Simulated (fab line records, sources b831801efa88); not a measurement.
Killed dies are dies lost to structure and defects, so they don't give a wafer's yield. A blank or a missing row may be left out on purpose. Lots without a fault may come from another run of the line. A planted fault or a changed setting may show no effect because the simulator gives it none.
Which tool did it? | flow gf180mcu | 12 lots, 36 wafers sampled, at 5 steps of a route of 602

WHAT THE GAUGES READ, wafer by wafer
GF_V4_THK_MEAS_01.
lot  | measured     | on            | V4_CVD_00_THK (nm)
L877 | day 23 15:55 | film_metro-03 | 599 608 601
L878 | day 24 01:02 | film_metro-02 | 600 604 596
L880 | day 24 14:06 | film_metro-03 | 598 600 599
L881 | day 24 18:22 | film_metro-02 | 603 593 611
L882 | day 25 02:09 | film_metro-03 | 604 603 598
L883 | day 25 06:53 | film_metro-01 | 609 593 612
L884 | day 26 00:55 | film_metro-02 | 600 601 615
L885 | day 26 09:28 | film_metro-03 | 610 605 609
L886 | day 26 14:28 | film_metro-01 | 599 594 606
L888 | day 27 04:25 | film_metro-02 | 597 615 599
L893 | day 28 19:04 | film_metro-03 | 291 292 588
L897 | day 29 17:59 | film_metro-01 | 599 605 593

GF_V4_CD_MEAS_14: target cd 260 nm.
lot  | measured     | on        | cd_nm (nm)
L877 | day 24 14:36 | cd_sem-01 | 258.1 259.9 259.9
L878 | day 24 23:19 | cd_sem-01 | 259.5 258.8 257.7
L880 | day 25 12:14 | cd_sem-02 | 259.5 259.2 259.8
L881 | day 25 15:46 | cd_sem-01 | 259.0 260.3 259.6
L882 | day 25 23:09 | cd_sem-01 | 262.7 261.9 262.9
L883 | day 26 04:07 | cd_sem-01 | 259.3 258.7 261.1
L884 | day 26 22:35 | cd_sem-02 | 260.1 260.5 259.4
L885 | day 27 06:22 | cd_sem-02 | 258.8 259.6 259.2
L886 | day 27 10:43 | cd_sem-01 | 258.8 258.9 259.6
L888 | day 28 01:11 | cd_sem-01 | 259.0 260.2 260.6
L893 | day 29 14:43 | cd_sem-01 | 260.4 259.8 259.4
L897 | day 30 12:58 | cd_sem-01 | 260.6 260.3 260.7

WHICH TOOL RAN EACH LOT (tool, then ch and the chambers of the sampled wafers, then the start)
lot  | GF_V3_CVD_23                  | GF_M4_SPUTTER_00             | GF_V4_CVD_00
L877 | cvd_w-01 ch 0,1, day 22 15:26 | pvd_sputter-02, day 22 15:59 | hdpcvd-02 ch 0,1,2, day 23 15:49
L878 | cvd_w-02 ch 0,1, day 23 00:37 | pvd_sputter-04, day 23 01:13 | hdpcvd-02 ch 0,1,2, day 24 00:58
L880 | cvd_w-02 ch 0,1, day 23 14:31 | pvd_sputter-03, day 23 15:07 | hdpcvd-01 ch 1,2, day 24 14:01
L881 | cvd_w-01 ch 0,1, day 23 18:18 | pvd_sputter-02, day 23 18:53 | hdpcvd-02 ch 0,1,2, day 24 18:17
L882 | cvd_w-01 ch 0,1, day 24 02:25 | pvd_sputter-02, day 24 03:10 | hdpcvd-02 ch 0,1,2, day 25 02:05
L883 | cvd_w-01 ch 0,1, day 24 07:05 | pvd_sputter-03, day 24 07:40 | hdpcvd-01 ch 0,2, day 25 06:48
L884 | cvd_w-02 ch 0,1, day 25 01:55 | pvd_sputter-02, day 25 02:31 | hdpcvd-01 ch 0,1, day 26 00:50
L885 | cvd_w-02 ch 0,1, day 25 10:59 | pvd_sputter-03, day 25 11:35 | hdpcvd-02 ch 0,1,2, day 26 09:24
L886 | cvd_w-02 ch 0,1, day 25 16:18 | pvd_sputter-03, day 25 16:53 | hdpcvd-01 ch 0,1, day 26 14:23
L888 | cvd_w-01 ch 0,1, day 26 05:52 | pvd_sputter-04, day 26 06:28 | hdpcvd-01 ch 0,2, day 27 04:20
L893 | cvd_w-01 ch 0,1, day 27 22:18 | pvd_sputter-03, day 27 22:53 | hdpcvd-01 ch 0,1, day 28 18:59
L897 | cvd_w-01 ch 0,1, day 28 21:41 | pvd_sputter-02, day 28 22:17 | hdpcvd-02 ch 0,1, day 29 17:54
- GF_V3_CVD_23: deposits W, target thk 350 nm, time 104.9 s.
- GF_M4_SPUTTER_00: material Ti, target thk 37.5 nm, time 150 s.
- GF_V4_CVD_00: deposits SiO2, target thk 600 nm, time 100 s.

WHAT THE TOOLS THEMSELVES READ (means of the sampled wafers that have a number; where no wafer has one, the mark that the record gives instead)
GF_V3_CVD_23.
lot  | tool     | chamber_pressure_Torr (Torr) | heater_power_w (W)
L877 | cvd_w-01 | 40.06                        | 785
L878 | cvd_w-02 | 39.93                        | 805
L880 | cvd_w-02 | 39.99                        | 815
L881 | cvd_w-01 | 40.00                        | 844
L882 | cvd_w-01 | 39.99                        | 868
L883 | cvd_w-01 | 39.96                        | 847
L884 | cvd_w-02 | 40.00                        | 747
L885 | cvd_w-02 | 40.01                        | 736
L886 | cvd_w-02 | 40.02                        | 813
L888 | cvd_w-01 | 39.92                        | 860
L893 | cvd_w-01 | 40.05                        | 869
L897 | cvd_w-01 | 40.02                        | 797

GF_M4_SPUTTER_00.
lot  | tool           | substrate_temp_c (C) | throttle_valve_pct (%)
L877 | pvd_sputter-02 | 199.96               | 30.8
L878 | pvd_sputter-04 | 199.99               | 29.6
L880 | pvd_sputter-03 | 199.92               | 30.9
L881 | pvd_sputter-02 | 199.96               | 30.7
L882 | pvd_sputter-02 | 200.04               | 30.5
L883 | pvd_sputter-03 | 200.16               | 30.7
L884 | pvd_sputter-02 | 200.03               | 30.5
L885 | pvd_sputter-03 | 199.90               | 30.9
L886 | pvd_sputter-03 | 200.06               | 30.0
L888 | pvd_sputter-04 | 199.94               | 29.6
L893 | pvd_sputter-03 | 200.11               | 30.2
L897 | pvd_sputter-02 | 199.89               | 30.4

GF_V4_CVD_00.
lot  | tool      | sih4_flow_sccm (sccm)
L877 | hdpcvd-02 | 60.11
L878 | hdpcvd-02 | 60.00
L880 | hdpcvd-01 | 60.03
L881 | hdpcvd-02 | 60.03
L882 | hdpcvd-02 | 60.07
L883 | hdpcvd-01 | 60.02
L884 | hdpcvd-01 | 60.16
L885 | hdpcvd-02 | 60.00
L886 | hdpcvd-01 | 59.93
L888 | hdpcvd-01 | 60.30
L893 | hdpcvd-01 | 39.99
L897 | hdpcvd-02 | 59.97

THE ANSWER, worked out from the rows above alone
Rule: what is usual is taken from the lots themselves. Put in order of their means at a reading, lots are off if they are a third of the lots or fewer, leave a main group of 4 or more, and stand apart from it by a gap of 3 or more times the standard deviation of the main group's means; of several such gaps the widest counts. A main group whose means are all the same, to the digits that the tables above print for the reading, isn't used. A lot without any number at a reading at which 4 lots or more have one is off too. The other lots that the step has rows for count as sound. The gauges are gone through in route order, then the tools' own readings, and for those a lot's mean is taken as printed above. The first step at which some lot is off is used, and at that step the reading that is off furthest; a lot without a number counts as furthest.
Off: L893, at GF_V4_THK_MEAS_01 (V4_CVD_00_THK). The main group: mean 602 nm, standard deviation 2.8.
A tool fits if, at a process step before that reading, it ran every lot that is off, and no sound lot after the first of them. The gauges at GF_V4_THK_MEAS_01 aren't tried: what is off there is off at GF_V4_CVD_00 too, on other tools, and a gauge's error can't cause that. Can't be told from this: 2 tools fit, pvd_sputter-03 at GF_M4_SPUTTER_00, hdpcvd-01 at GF_V4_CVD_00.

WHAT THE SIMULATOR HAD PUT IN
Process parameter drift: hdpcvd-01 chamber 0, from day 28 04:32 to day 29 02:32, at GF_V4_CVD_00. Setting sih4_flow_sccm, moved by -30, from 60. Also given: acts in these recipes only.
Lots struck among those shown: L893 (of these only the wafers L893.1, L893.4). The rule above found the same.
